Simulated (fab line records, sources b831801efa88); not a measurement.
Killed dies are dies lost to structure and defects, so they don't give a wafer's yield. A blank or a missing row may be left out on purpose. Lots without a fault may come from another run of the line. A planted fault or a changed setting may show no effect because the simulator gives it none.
Which tool did it? | flow sky130 | 12 lots, 36 wafers sampled, at 4 steps of a route of 708

WHAT THE GAUGES READ, wafer by wafer
SKY_SONOS_ONO_OVL_MEAS_14.
lot  | measured     | on         | SONOS_ONO_OVL (nm)
L403 | day 13 06:51 | overlay-02 | -0.6 0.3 -0.4
L404 | day 13 09:05 | overlay-01 | -3.1 -2.5 -1.8
L407 | day 14 11:47 | overlay-02 | -1.5 -0.5 -2.6
L409 | day 15 01:26 | overlay-01 | -1.9 0.0 0.2
L414 | day 16 23:44 | overlay-01 | -0.3 -1.4 0.4
L419 | day 18 17:50 | overlay-02 | -0.6 0.2 -1.0
L420 | day 19 00:22 | overlay-02 | -1.1 -1.0 -1.4
L421 | day 19 03:38 | overlay-01 | -2.6 -1.3 -2.5
L422 | day 19 11:13 | overlay-02 | -2.6 -2.4 -1.9
L423 | day 19 21:04 | overlay-01 | -0.2 -1.8 -0.1
L424 | day 20 22:59 | overlay-01 | -1.5 -0.5 -1.8
L425 | day 21 00:02 | overlay-01 | -2.7 -0.8 -2.3

SKY_POLY_GATE_THK_MEAS_01.
lot  | measured     | on            | POLY_GATE_CVD_00_THK (nm)
L403 | day 14 16:19 | film_metro-03 | 181.2 181.8 183.5
L404 | day 14 18:59 | film_metro-01 | 183.4 182.9 183.7
L407 | day 15 19:29 | film_metro-03 | 180.3 181.0 181.1
L409 | day 16 15:01 | film_metro-01 | 180.8 180.5 180.6
L414 | day 18 14:25 | film_metro-04 | 181.4 179.9 182.8
L419 | day 20 07:27 | film_metro-03 | 181.7 180.5 181.4
L420 | day 20 12:53 | film_metro-03 | 180.1 180.0 179.6
L421 | day 20 18:34 | film_metro-04 | 180.5 181.1 181.3
L422 | day 20 23:23 | film_metro-03 | 181.7 183.4 181.0
L423 | day 21 08:15 | film_metro-04 | 178.6 179.4 178.3
L424 | day 22 10:50 | film_metro-01 | 178.8 179.0 179.6
L425 | day 22 12:20 | film_metro-04 | 181.6 181.3 181.1

SKY_RES_PROTECT_TW_MEAS_08.
lot  | measured     | on            | POLY_GATE_TW
L403 | day 15 18:33 | film_metro-03 | 4081 4074 4064
L404 | day 15 21:24 | film_metro-01 | 3988 4035 3989
L407 | day 16 22:33 | film_metro-01 | 3966 3985 3980
L409 | day 17 20:04 | film_metro-01 | 30 30 30
L414 | day 19 21:30 | film_metro-01 | 4027 4023 3994
L419 | day 21 14:07 | film_metro-01 | 3992 4013 4031
L420 | day 21 19:31 | film_metro-03 | 4110 4094 4087
L421 | day 22 01:15 | film_metro-01 | 4023 4018 4009
L422 | day 22 05:54 | film_metro-02 | 3983 3978 3989
L423 | day 22 15:57 | film_metro-03 | 4057 4052 4056
L424 | day 23 17:39 | film_metro-02 | 4004 4034 4003
L425 | day 23 18:56 | film_metro-02 | 4000 4020 4020

WHICH TOOL RAN EACH LOT (tool, then ch and the chambers of the sampled wafers, then the start)
lot  | SKY_RES_PROTECT_EXPOSE_04
L403 | iline_stepper-02 ch 0, day 15 05:18
L404 | iline_stepper-01 ch 0, day 15 07:25
L407 | iline_stepper-01 ch 0, day 16 09:16
L409 | iline_stepper-02 ch 0, day 17 06:34
L414 | iline_stepper-01 ch 0, day 19 05:25
L419 | iline_stepper-02 ch 0, day 20 23:05
L420 | iline_stepper-02 ch 0, day 21 04:22
L421 | iline_stepper-02 ch 0, day 21 09:39
L422 | iline_stepper-02 ch 0, day 21 14:32
L423 | iline_stepper-01 ch 0, day 21 23:42
L424 | iline_stepper-02 ch 0, day 23 02:26
L425 | iline_stepper-02 ch 0, day 23 03:43
- SKY_RES_PROTECT_EXPOSE_04: exposes mask RPM, target cd 1270 nm.

WHAT THE TOOLS THEMSELVES READ (means of the sampled wafers that have a number; where no wafer has one, the mark that the record gives instead)
SKY_RES_PROTECT_EXPOSE_04.
lot  | tool             | focus_offset_nm (nm)
L403 | iline_stepper-02 | -0.2
L404 | iline_stepper-01 | -0.3
L407 | iline_stepper-01 | -0.2
L409 | iline_stepper-02 | -0.2
L414 | iline_stepper-01 | 0.1
L419 | iline_stepper-02 | 0.8
L420 | iline_stepper-02 | -0.4
L421 | iline_stepper-02 | -0.4
L422 | iline_stepper-02 | 0.2
L423 | iline_stepper-01 | 0.6
L424 | iline_stepper-02 | -0.1
L425 | iline_stepper-02 | -0.6

THE ANSWER, worked out from the rows above alone
Rule: what is usual is taken from the lots themselves. Put in order of their means at a reading, lots are off if they are a third of the lots or fewer, leave a main group of 4 or more, and stand apart from it by a gap of 3 or more times the standard deviation of the main group's means; of several such gaps the widest counts. A main group whose means are all the same, to the digits that the tables above print for the reading, isn't used. A lot without any number at a reading at which 4 lots or more have one is off too. The other lots that the step has rows for count as sound. The gauges are gone through in route order, then the tools' own readings, and for those a lot's mean is taken as printed above. The first step at which some lot is off is used, and at that step the reading that is off furthest; a lot without a number counts as furthest.
Off: L409, at SKY_RES_PROTECT_TW_MEAS_08 (POLY_GATE_TW). The main group: mean 4024, standard deviation 35.
A tool fits if, at a process step before that reading, it ran every lot that is off, and no sound lot after the first of them. The gauges at SKY_RES_PROTECT_TW_MEAS_08 are tried like those tools. None of those tried fits.

WHAT THE SIMULATOR HAD PUT IN
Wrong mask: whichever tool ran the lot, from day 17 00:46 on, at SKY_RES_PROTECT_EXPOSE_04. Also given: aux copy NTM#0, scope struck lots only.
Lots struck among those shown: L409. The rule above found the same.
